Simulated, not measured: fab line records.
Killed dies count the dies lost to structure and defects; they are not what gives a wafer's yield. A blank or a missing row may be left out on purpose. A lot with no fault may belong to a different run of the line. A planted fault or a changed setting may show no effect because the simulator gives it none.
Chamber matching    flow gf180mcu    GF_V3_CVD_02 on pecvd-03: 3 sister chambers
The step deposits SiO2 from TEOS, target thk 850 nm, time 94.851 s. 3 wafers are shown with their chamber, then 8 later ones without.

## WAFERS PAIRED WITH THEIR CHAMBERS
wafer   chamber  heater power w (W)
L980.1  2        566
L980.2  0        488
L985.2  1        446

## WAFERS MISSING THEIR CHAMBER
wafer   heater power w (W)
L985.3  450
L985.6  491
L988.1  619
L988.2  527
L988.5  574
L994.2  476
L994.3  451
L994.4  498

## EACH ONE'S CHAMBER
wafer   from the rows above           in truth
L985.3  can't be placed: 1 or 0       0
L985.6  can't be placed: 0 or 1       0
L988.1  2                             2
L988.2  can't be placed: 0 or 2 or 1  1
L988.5  2                             2
L994.2  can't be placed: 0 or 1       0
L994.3  can't be placed: 1 or 0       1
L994.4  can't be placed: 0 or 1       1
2 of 8 placed correctly. Unplaceable from these rows: 6, with the true chamber sitting among the candidates in 6. 0 placed wrongly.
How it was worked out, from the rows above alone: a wafer's distance from a chamber is the root of the sum, over the readings, of the square of ((its reading less the chamber's mean) divided by the reading's scatter). If the next closest chamber is less than 2 further off than the closest, the wafer can't be placed; otherwise it belongs to the closest. A chamber's mean is the mean of its shown wafers. The scatter (one wafer shown for each chamber): square how far every hidden wafer sits from the nearest shown wafer, average those squares and take the square root.
